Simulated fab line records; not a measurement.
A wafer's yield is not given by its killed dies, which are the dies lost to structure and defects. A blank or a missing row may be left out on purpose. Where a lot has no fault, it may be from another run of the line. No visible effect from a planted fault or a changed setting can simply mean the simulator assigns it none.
2 desks looking at one fault    flow sfq line    every desk sees just its own numbers, and what lay behind them comes last

== THE METROLOGY DESK ==
Lot by lot, what the gauges showed, no matter which tool ran the lot: averages of those sampled wafers that carry a number. The brackets show how far a lot's mean lies from the usual mean; more than 4 standard deviations puts the lot out of limits, marked OUT.
Columns: A = M5_OVL at SFQ_M5_OVL_MEAS_932, usual -1 nm
lot   first seen here  A
L850  day 61 05:50     -4
L851  day 61 09:34     -3
L855  day 61 19:10     12
L859  day 62 04:46     3
L860  day 62 07:10     2
L861  day 62 08:22     -8
This desk's verdict: no lot among the 6 shows anything out of limits.

== AT THE TOOL OWNER'S DESK: pecvd-03 ==
The tool's own readings at SFQ_TRILAYER_A5B_DEP_PECVD_129 (deposits SiO2 from SiH4/N2O, time 133.33 s, target thk 600 nm): means of the sampled wafers that have a number, for each lot that ran on this tool. The brackets show how far a lot's mean lies from the usual mean; more than 4 standard deviations puts the lot out of limits, marked OUT.
Columns: A = heater power w at SFQ_TRILAYER_A5B_DEP_PECVD_129, usual 93 W; B = run length s at SFQ_TRILAYER_A5B_DEP_PECVD_129, usual 161.3 s; C = susceptor temp C at SFQ_TRILAYER_A5B_DEP_PECVD_129, usual 149.99 C; D = throttle valve pct at SFQ_TRILAYER_A5B_DEP_PECVD_129, usual 24.6 %
lot   first seen here  A    B                 C       D
L850  day 61 06:54     85   160.3             149.93  23.8
L855  day 61 20:13     81   163.8 (+4.3) OUT  150.02  23.9
L860  day 62 08:13     103  165.0 (+6.2) OUT  150.04  23.2
This desk's verdict: out of limits on L855, L860, starting with L855 at day 61 20:13 (run length s at SFQ_TRILAYER_A5B_DEP_PECVD_129). L850 stayed within limits.

== ALL TOGETHER ==
On L855, L860, at day 61 20:13, an alarm was possible from the tool owner's desk.
Metrology desk: nothing out of limits seen.
The metrology desk holds a record of L855, L860, inside its limits.
Of the lots named, all ran SFQ_TRILAYER_A5B_DEP_PECVD_129 on pecvd-03.

== WHAT THE SIMULATOR PUT IN ==
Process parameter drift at SFQ_TRILAYER_A5B_DEP_PECVD_129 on pecvd-03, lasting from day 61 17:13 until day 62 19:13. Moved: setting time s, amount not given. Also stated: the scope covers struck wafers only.
Lots struck among those shown: L855, L860.
How many hours passed from the start of the fault until each desk's first out-of-limits reading: the tool owner's desk, 3.
